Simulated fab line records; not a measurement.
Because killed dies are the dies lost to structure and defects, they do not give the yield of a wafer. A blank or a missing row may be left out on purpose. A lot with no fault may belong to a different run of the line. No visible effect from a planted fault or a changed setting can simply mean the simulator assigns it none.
Chamber matching ; flow sfq_line ; SFQ_TRILAYER_I6_VIA_ETCH_VIA_ETCH_172 on rie_diel-04: 4 sister chambers
The step etches SiO2 in CHF3, stops on Nb, target depth 260 nm. 7 wafers are shown with their chamber, then 7 later ones without.

WAFERS PAIRED WITH THEIR CHAMBERS
wafer;chamber;oes_product_au (a.u.)
L853.6;3;0.858
L867.1;0;0.853
L869.1;2;0.859
L869.2;1;0.846
L869.6;1;0.852
L871.2;2;0.861
L871.4;0;0.855

WAFERS WITHOUT THEIR CHAMBER
wafer;oes_product_au (a.u.)
L871.5;0.852
L873.1;0.853
L873.5;0.851
L873.6;0.857
L876.1;0.860
L876.3;0.855
L876.5;0.863

WHICH CHAMBER EACH ONE RAN IN
wafer;from the rows above;in truth
L871.5;can't be placed: 0 or 1 or 3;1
L873.1;can't be placed: 0 or 1 or 3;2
L873.5;can't be placed: 1 or 0 or 3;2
L873.6;can't be placed: 3 or 0 or 2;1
L876.1;can't be placed: 2 or 3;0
L876.3;can't be placed: 0 or 3 or 2 or 1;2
L876.5;can't be placed: 2 or 3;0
0 of 7 placed correctly. Cannot be placed on the basis of these rows: 7; the candidates contain the true chamber in 2. Placed wrongly: 0.
How it was worked out, from the rows above alone: a wafer's distance from a chamber is the root of the sum, over the readings, of the square of ((its reading less the chamber's mean) divided by the reading's scatter). The wafer belongs to the nearest chamber; if the next one is less than 2 further off, it can't be placed. For every chamber, the mean is computed from those of its wafers that are shown. The scatter: take each reading less its chamber's mean, square it, sum over the shown wafers, divide by the number of wafers less the number of chambers, and take the root.
